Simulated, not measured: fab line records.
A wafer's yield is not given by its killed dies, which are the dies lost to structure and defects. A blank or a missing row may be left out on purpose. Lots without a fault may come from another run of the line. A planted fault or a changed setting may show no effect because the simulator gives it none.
The tool behind it: which one? + flow gf180mcu + Sampling: 12 lots, 36 wafers, 5 of 602 route steps

## WHAT THE GAUGES SHOWED, per wafer
GF_DNWELL_TW_MEAS_09. Usual: DNWELL_TW gives 1366 (standard deviation 15).
| lot  | measured    | on           | DNWELL_TW      | flag |
|------|-------------|--------------|----------------|------|
| L714 | day 2 20:38 | filmMetro-01 | 1381 1382 1382 |      |
| L715 | day 3 00:41 | filmMetro-01 | 1375 1381 1378 |      |
| L716 | day 3 04:47 | filmMetro-04 | 1363 1368 1359 |      |
| L717 | day 3 14:32 | filmMetro-02 | 1341 1338 1342 |      |
| L720 | day 4 01:52 | filmMetro-01 | 1374 1378 1375 |      |
| L723 | day 4 19:02 | filmMetro-04 | 1359 1357 1354 |      |
| L724 | day 4 23:25 | filmMetro-04 | 1359 1350 1360 |      |
| L725 | day 5 04:08 | filmMetro-02 | 1363 1368 1362 |      |
| L727 | day 5 20:18 | filmMetro-01 | 1377 1378 1369 |      |
| L729 | day 6 09:04 | filmMetro-04 | 1351 1363 1355 |      |
| L731 | day 6 15:38 | filmMetro-01 | 1390 1392 1390 |      |
| L732 | day 6 23:53 | filmMetro-01 | 1387 1392 1389 |      |

GF_NWELL_TW_MEAS_11. Usual: NWELL_TW gives 1575 (standard deviation 7.2).
| lot  | measured    | on           | NWELL_TW       | flag |
|------|-------------|--------------|----------------|------|
| L714 | day 3 09:22 | filmMetro-04 | 1575 1573 1584 |      |
| L715 | day 3 13:43 | filmMetro-03 | 1580 1583 1570 |      |
| L716 | day 3 17:55 | filmMetro-03 | 1578 1575 1588 |      |
| L717 | day 4 03:31 | filmMetro-03 | 1573 1562 1562 |      |
| L720 | day 4 14:51 | filmMetro-02 | 1564 1569 1563 |      |
| L723 | day 5 08:14 | filmMetro-02 | 1589 1576 1590 |      |
| L724 | day 5 13:32 | filmMetro-02 | 1589 1583 1583 |      |
| L725 | day 5 17:41 | filmMetro-03 | 1572 1564 1570 |      |
| L727 | day 6 11:34 | filmMetro-03 | 1575 1572 1577 |      |
| L729 | day 6 23:59 | filmMetro-02 | 1583 1590 1584 |      |
| L731 | day 7 07:07 | filmMetro-03 | 1577 1567 1572 |      |
| L732 | day 7 15:32 | filmMetro-03 | 1559 1562 1569 |      |

GF_VT_IMPLANT_OVL_MEAS_40. Usual: VT_IMPLANT_03_OVL gives -0.5 nm (standard deviation 1.1).
| lot  | measured     | on         | VT_IMPLANT_03_OVL (nm) | flag |
|------|--------------|------------|------------------------|------|
| L714 | day 7 12:01  | overlay-01 | -0.5 0.4 -0.6          |      |
| L715 | day 7 16:56  | overlay-01 | -3.4 0.5 1.1           |      |
| L716 | day 7 20:46  | overlay-01 | -2.6 -0.2 0.1          |      |
| L717 | day 8 10:38  | overlay-02 | 0.8 -0.6 -1.5          |      |
| L720 | day 9 02:06  | overlay-01 | 0.8 0.3 0.7            |      |
| L723 | day 9 21:11  | overlay-01 | -0.8 -0.8 -1.1         |      |
| L724 | day 10 04:32 | overlay-02 | -0.4 -1.7 -1.1         |      |
| L725 | day 10 11:11 | overlay-01 | 0.2 -0.3 -0.4          |      |
| L727 | day 11 09:12 | overlay-01 | -0.9 0.0 4.1           |      |
| L729 | day 12 02:11 | overlay-02 | - - -                  | OFF  |
| L731 | day 12 11:04 | overlay-01 | -0.7 -0.1 0.0          |      |
| L732 | day 12 20:56 | overlay-02 | -2.1 -1.3 -0.5         |      |

GF_VT_IMPLANT_TW_MEAS_43. Usual: VT_IMPLANT_4_TW gives 693 (standard deviation 5.5).
| lot  | measured     | on           | VT_IMPLANT_4_TW | flag |
|------|--------------|--------------|-----------------|------|
| L714 | day 7 12:18  | filmMetro-03 | 687 687 689     |      |
| L715 | day 7 17:13  | filmMetro-01 | 703 704 702     |      |
| L716 | day 7 21:03  | filmMetro-04 | 690 691 689     |      |
| L717 | day 8 10:55  | filmMetro-01 | 705 703 706     |      |
| L720 | day 9 02:23  | filmMetro-04 | 685 687 691     |      |
| L723 | day 9 21:28  | filmMetro-04 | 690 691 693     |      |
| L724 | day 10 04:49 | filmMetro-03 | 694 691 692     |      |
| L725 | day 10 11:28 | filmMetro-03 | 689 694 692     |      |
| L727 | day 11 09:29 | filmMetro-01 | 695 696 698     |      |
| L729 | day 12 02:28 | filmMetro-03 | 30 30 30        | OFF  |
| L731 | day 12 11:22 | filmMetro-01 | 700 698 699     |      |
| L732 | day 12 21:14 | filmMetro-01 | 696 695 699     |      |

## WHAT TOOL EACH LOT RAN ON (gives the tool, then ch and the chambers of the sampled wafers, and finally the start)
| lot  | GF_VT_IMPLANT_EXPOSE_37            |
|------|------------------------------------|
| L714 | ilineStepper-01 ch 0, day 7 03:58  |
| L715 | ilineStepper-01 ch 0, day 7 09:23  |
| L716 | ilineStepper-01 ch 0, day 7 13:20  |
| L717 | ilineStepper-01 ch 0, day 8 02:28  |
| L720 | ilineStepper-01 ch 0, day 8 18:06  |
| L723 | ilineStepper-02 ch 0, day 9 12:08  |
| L724 | ilineStepper-02 ch 0, day 9 20:26  |
| L725 | ilineStepper-01 ch 0, day 10 02:28 |
| L727 | ilineStepper-02 ch 0, day 11 00:37 |
| L729 | ilineStepper-01 ch 0, day 11 16:56 |
| L731 | ilineStepper-01 ch 0, day 12 01:16 |
| L732 | ilineStepper-02 ch 0, day 12 11:49 |
- GF_VT_IMPLANT_EXPOSE_37: exposes mask Nwell HV AREA, target cd 860 nm.

## WHAT THE TOOLS THEMSELVES READ (means of the sampled wafers that have a number; where no wafer has one, the mark that the record gives instead)
GF_VT_IMPLANT_EXPOSE_37. Usual: 22.99 C for reticleTempC, sd 0.11.
| lot  | tool            | reticleTempC (C) | flag |
|------|-----------------|------------------|------|
| L714 | ilineStepper-01 | 23.03            |      |
| L715 | ilineStepper-01 | 23.08            |      |
| L716 | ilineStepper-01 | 22.97            |      |
| L717 | ilineStepper-01 | 23.17            |      |
| L720 | ilineStepper-01 | 22.83            |      |
| L723 | ilineStepper-02 | 22.94            |      |
| L724 | ilineStepper-02 | 23.02            |      |
| L725 | ilineStepper-01 | 23.05            |      |
| L727 | ilineStepper-02 | 23.08            |      |
| L729 | ilineStepper-01 | 22.92            |      |
| L731 | ilineStepper-01 | 22.95            |      |
| L732 | ilineStepper-02 | 22.94            |      |

## THE ANSWER, worked out from the rows above alone
Rule: a lot is off if the mean of its wafers that have a number lies more than 3 standard deviations from the usual mean. A lot without any number at a reading at which 4 lots or more have one is off too. The other lots that the step has rows for count as sound. After the gauges, taken in route order, come the tools' own readings; for these a lot's mean is taken, as printed above. The first step at which some lot is off is used, and at that step the reading that is off furthest; a lot without a number counts as furthest.
Off: L729, at GF_VT_IMPLANT_OVL_MEAS_40 (VT_IMPLANT_03_OVL). Without a number there: L729.
If a tool, at a process step before that reading, ran all the lots that are off and no sound lot after the first of them, it fits. The gauges at GF_VT_IMPLANT_OVL_MEAS_40 aren't tried: what is off there is off at GF_VT_IMPLANT_TW_MEAS_43 too, on other tools, and a gauge's error can't cause that. Not one of the candidates tried fits.

## WHAT HAD BEEN PUT IN BY THE SIMULATOR
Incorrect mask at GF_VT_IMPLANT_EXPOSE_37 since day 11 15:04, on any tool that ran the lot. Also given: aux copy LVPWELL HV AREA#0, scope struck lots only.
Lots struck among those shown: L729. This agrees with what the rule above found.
